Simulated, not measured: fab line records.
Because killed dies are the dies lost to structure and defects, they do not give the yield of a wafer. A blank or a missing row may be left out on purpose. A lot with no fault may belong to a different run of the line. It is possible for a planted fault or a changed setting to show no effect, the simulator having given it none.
Which tool did it? ; flow sky130 ; 6 lots, 18 wafers sampled, at 1 step of a route of 708

## WHAT THE GAUGES READ, wafer by wafer
SKY_FIELD_ISO_THK_MEAS_04.
lot;measured;on;FIELD_ISO_CVD_03_THK (nm)
L881;day 2 04:58;film_metro-02;162.7 163.8 164.1
L884;day 2 20:45;film_metro-01;165.9 166.0 166.3
L886;day 3 05:30;film_metro-01;165.7 165.5 165.3
L891;day 4 07:11;film_metro-03;162.4 161.4 162.6
L894;day 5 00:55;film_metro-02;163.2 163.3 164.7
L900;day 6 03:29;film_metro-01;166.9 166.6 166.2

## TOOL THAT RAN EACH LOT (tool first, then ch and the chambers of the sampled wafers, then the start)
No process step before these readings appears in the record.

## THE ANSWER, worked out from the rows above alone
Rule: the usual values come from the lots themselves. Put in order of their means at a reading, lots are off if they are a third of the lots or fewer, leave a main group of 4 or more, and stand apart from it by a gap of 3 or more times the standard deviation of the main group's means; of several such gaps the widest counts. The tables above print the reading to a certain number of digits; a main group whose means all agree to those digits is not used. Also off: a lot with no number at a reading for which 4 or more lots have one. Any other lot the step has rows for is counted as sound.
No lot is off at any reading shown: from this, nothing can be told.

## WHAT WAS PUT IN BY THE SIMULATOR
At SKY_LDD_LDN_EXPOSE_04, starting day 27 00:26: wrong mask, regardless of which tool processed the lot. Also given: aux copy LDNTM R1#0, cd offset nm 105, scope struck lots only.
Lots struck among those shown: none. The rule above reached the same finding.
